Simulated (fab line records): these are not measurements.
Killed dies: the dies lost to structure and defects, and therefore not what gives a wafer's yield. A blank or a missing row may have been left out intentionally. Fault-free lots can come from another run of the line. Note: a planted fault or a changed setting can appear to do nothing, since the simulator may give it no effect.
A struck lot beside a sound one / flow sky130 / 22 out of 708 route steps
Sound: these wafers, L555.1, L555.2, L555.5. Wafers struck: L563.2, L563.5, L563.6. At the end, the cause is stated.
For every step that has rows: the tool of each side, followed by ch and its chambers, followed by its first start. Under that, the readings that differ: sound wafers / struck wafers / difference of the means / sigmas: that difference in standard deviations of wafers without a fault.
alike: readings with means less than 2 such deviations apart, plus words and numbers identical on both sides. not compared: withheld readings, readings lacking a value on some wafer, bounds such as >300 that could conceal the same value, and numbers that have no deviation in the record and whose values overlap.
A row with sigmas, a row that says differs or no value, or rows on one side alone: a step with any of these is where the two part. Numbers that have no deviation but don't overlap get no sigmas and don't part them. Lack of a reading on every wafer of one side parts them only where that side has two or more wafers.

first, 2 steps without rows for these wafers: SKY_POLY_GATE_CLEAN_19 (cleans in SC1/SC2, time 150 s); SKY_POLY_GATE_OXIDATION_20 (stabilise 600 s, purge 300 s, target thk 4 nm).
SKY_POLY_GATE_THK_MEAS_21:
  sound on film metro-04 at day 17 01:06; struck on film metro-02 at day 19 23:37
  alike: POLY_GATE_OXIDATION_THK
SKY_POLY_GATE_CD_MEAS_22:
  sound on cd sem-01 at day 17 01:10; struck on cd sem-02 at day 19 23:41
  alike: cd nm
then, 7 steps without rows for these wafers: SKY_LDD_N_DEHYDRATE_00 (time 60 s); SKY_LDD_N_HMDS_01 (prime time 60 s); SKY_LDD_N_COAT_02 (resist thk 300 nm); SKY_LDD_N_SOFTBAKE_03 (time 60 s); SKY_LDD_N_EXPOSE_04 (exposes mask NTM, target cd 840 nm); SKY_LDD_N_PEB_05; SKY_LDD_N_DEVELOP_06 (develop time 60 s).
SKY_LDD_N_OVL_MEAS_07:
  sound on overlay-02 at day 18 07:01; struck on overlay-01 at day 21 06:44
  alike: LDD_N_OVL
SKY_LDD_N_IMPLANT_08:
  sound on implanter-03 ch 0, day 18 07:04; struck on implanter-01, day 21 06:47
  no value came back on the struck wafers for beam energy keV, beam on s (s), faraday current uA, rotation deg (degrees); on the sound wafers beam energy keV reads 20.003 19.998 19.991
then, 7 steps without rows for these wafers: SKY_LDD_N_IMPLANT_09; SKY_LDD_N_IMPLANT_10; SKY_LDD_N_IMPLANT_11; SKY_LDD_N_IMPLANT_12; SKY_LDD_N_IMPLANT_13; SKY_LDD_N_IMPLANT_14; SKY_LDD_N_IMPLANT_15.
SKY_LDD_N_STRIP_16: strips in O2/N2.
  sound on plasma asher-01 ch 0,1, day 18 08:16; struck on plasma asher-03 ch 0,1, day 21 07:58
reading=strip time to endpoint s (s); sound=4.325 4.319 4.323; struck=4.136 4.140 4.138; difference=-0.184; sigmas=-13
  alike: drypump motor current A, oes product au
  not compared: rf hours counter h
SKY_LDD_N_TW_MEAS_17:
  sound on film metro-02 at day 18 08:22; struck on film metro-02 at day 21 08:04
reading=LDD_N_TW; sound=2572 2570 2560; struck=2442 2435 2433; difference=-131; sigmas=-9

## WHERE THEY PART
First at SKY_LDD_N_IMPLANT_08; last, within this record, at SKY_LDD_N_TW_MEAS_17.

WHY: what had been put in by the simulator
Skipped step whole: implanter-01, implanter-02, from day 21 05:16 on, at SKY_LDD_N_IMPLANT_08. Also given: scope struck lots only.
